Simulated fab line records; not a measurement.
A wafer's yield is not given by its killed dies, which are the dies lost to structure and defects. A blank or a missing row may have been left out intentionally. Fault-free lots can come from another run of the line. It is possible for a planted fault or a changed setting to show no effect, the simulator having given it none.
What tool caused it? ; flow sky130 ; 36 wafers from 12 lots sampled at 4 of the route's 708 steps

## WHAT EACH GAUGE READ, for each wafer
SKY_VIA3_RS_MEAS_22: measurement is done with a four-point probe. Usual: VIA3_W_RS gives 0.293 ohm/sq (standard deviation 0.0054).
lot;measured;on;VIA3_W_RS (ohm/sq);flag
L752;day 39 10:50;film metro-02;0.290 0.287 0.288;
L753;day 40 14:14;film metro-04;0.298 0.292 0.306;
L754;day 40 16:35;film metro-03;0.303 0.306 0.289;
L756;day 41 02:20;film metro-02;0.287 0.294 0.284;
L757;day 41 03:20;film metro-04;0.297 0.297 0.300;
L762;day 42 18:37;film metro-02;0.297 0.289 0.294;
L763;day 43 02:49;film metro-04;0.290 0.296 0.299;
L770;day 44 23:30;film metro-03;0.279 0.278 0.286;
L771;day 45 02:35;film metro-04;0.288 0.285 0.282;
L772;day 45 08:58;film metro-02;0.283 0.291 0.292;
L774;day 46 08:41;film metro-02;0.291 0.293 0.293;
L773;day 46 11:38;film metro-04;0.287 0.291 0.284;

SKY_CAP2M_THK_MEAS_04: measures by xrf. Usual: CAP2M_TIN_THK gives 199.3 nm (standard deviation 1.6).
lot;measured;on;CAP2M_TIN_THK (nm);flag
L752;day 39 11:46;film metro-01;201.0 201.1 200.2;
L753;day 40 15:11;film metro-01;198.6 199.3 198.3;
L754;day 40 17:32;film metro-04;199.9 200.9 200.0;
L756;day 41 03:16;film metro-02;200.3 199.3 199.3;
L757;day 41 04:27;film metro-01;199.0 200.5 201.4;
L762;day 42 19:34;film metro-04;201.6 202.1 199.9;
L763;day 43 03:46;film metro-01;198.3 198.3 199.2;
L770;day 45 00:32;film metro-02;197.8 197.1 198.3;
L771;day 45 03:31;film metro-01;195.8 198.2 194.9;
L772;day 45 09:55;film metro-04;199.9 198.2 198.2;
L774;day 46 09:38;film metro-02;199.3 199.6 200.4;
L773;day 46 12:34;film metro-01;197.5 198.5 198.6;

## WHAT TOOL EACH LOT RAN ON (gives the tool, then ch and the chambers of the sampled wafers, and finally the start)
lot;SKY_VIA3_CMP_02;SKY_METAL4_SPUTTER_00
L752;cmp-02 ch 0,3, day 38 08:38;pvd sputter-02, day 39 11:18
L753;cmp-02 ch 0,2,3, day 39 13:13;pvd sputter-02, day 40 14:42
L754;cmp-02 ch 0,1,3, day 39 15:11;pvd sputter-01, day 40 17:04
L756;cmp-02 ch 0,2,3, day 40 00:44;pvd sputter-04, day 41 02:47
L757;cmp-01 ch 0,2,3, day 40 01:31;pvd sputter-02, day 41 03:59
L762;cmp-01 ch 0,3, day 41 18:04;pvd sputter-02, day 42 19:06
L763;cmp-02 ch 2,3, day 42 01:55;pvd sputter-02, day 43 03:18
L770;cmp-02 ch 0,3, day 44 00:22;pvd sputter-04, day 45 00:02
L771;cmp-01 ch 1,2,3, day 44 03:37;pvd sputter-01, day 45 03:03
L772;cmp-01 ch 1,2,3, day 44 10:11;pvd sputter-01, day 45 09:26
L774;cmp-01 ch 2,3, day 45 10:41;pvd sputter-04, day 46 09:10
L773;cmp-02 ch 0,3, day 45 13:08;pvd sputter-04, day 46 12:07
- SKY_VIA3_CMP_02: polishes SiO2.
- SKY_METAL4_SPUTTER_00: material Ti, target thk 15 nm, time 10 s.

## AS READ BY THE TOOLS THEMSELVES (means over the sampled wafers that have a number; for cases with no such wafer, the mark the record gives instead)
SKY_VIA3_CMP_02. Usual: motor current A at 12.9 A, with a standard deviation of 1.5.
lot;tool;motor current A (A);flag
L752;cmp-02;12.4;
L753;cmp-02;12.8;
L754;cmp-02;12.3;
L756;cmp-02;13.0;
L757;cmp-01;13.1;
L762;cmp-01;13.1;
L763;cmp-02;14.1;
L770;cmp-02;12.6;
L771;cmp-01;13.4;
L772;cmp-01;13.4;
L774;cmp-01;14.7;
L773;cmp-02;12.5;

SKY_METAL4_SPUTTER_00. Usual: cathode dc power W 3000.0 W, standard deviation 0.58; chamber pressure pa 0.4000 Pa, standard deviation 0.00075; throttle valve pct 30.8 %, standard deviation 1.
lot;tool;cathode dc power W (W);chamber pressure pa (Pa);throttle valve pct (%);flag
L752;pvd sputter-02;2999.9;0.4005;30.5;
L753;pvd sputter-02;2999.7;0.3996;31.0;
L754;pvd sputter-01;2999.6;0.3991;30.4;
L756;pvd sputter-04;2999.7;0.4004;29.8;
L757;pvd sputter-02;2999.9;0.4002;31.0;
L762;pvd sputter-02;2323.4;0.4003;30.2;OFF
L763;pvd sputter-02;2323.5;0.4000;31.1;OFF
L770;pvd sputter-04;3000.2;0.3997;30.1;
L771;pvd sputter-01;2999.6;0.3995;31.2;
L772;pvd sputter-01;2999.9;0.3999;31.4;
L774;pvd sputter-04;3000.6;0.4007;29.9;
L773;pvd sputter-04;3000.1;0.4002;31.0;

## THE ANSWER, worked out from the rows above alone
Rule: a lot is off if the mean of its wafers that have a number lies more than 3 standard deviations from the usual mean. A lot without any number at a reading at which 4 lots or more have one is off too. Where the step has rows for the other lots, those lots are counted as sound. First the gauges in route order, then the tools' own readings, where a lot's mean is used as printed above. The first step at which some lot is off is used, and at that step the reading that is off furthest; a lot without a number counts as furthest.
Off: L762, L763 (SKY_METAL4_SPUTTER_00, cathode dc power W).
If a tool, at that step or one of the process steps before it, ran each lot that is off and ran no sound lot following the first of them, it fits. One fits: pvd sputter-02 at SKY_METAL4_SPUTTER_00. Its last sound lot is L757 (day 41 03:59), its first lot that is off L762 (day 42 19:06): a fault that began between those two fits.
The tool's own readings at SKY_METAL4_SPUTTER_00 bear it out: on the lots that are off they differ by more than 5 times the standard deviation of the sound lots' means. cathode dc power W reads 2323.4 W there against 2999.9 W on the sound lots.

## WHAT THE SIMULATOR PUT IN
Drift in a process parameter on pvd sputter-02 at SKY_METAL4_SPUTTER_00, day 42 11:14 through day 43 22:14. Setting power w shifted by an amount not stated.
Struck lots among those shown: L762, L763. This agrees with what the rule above found.
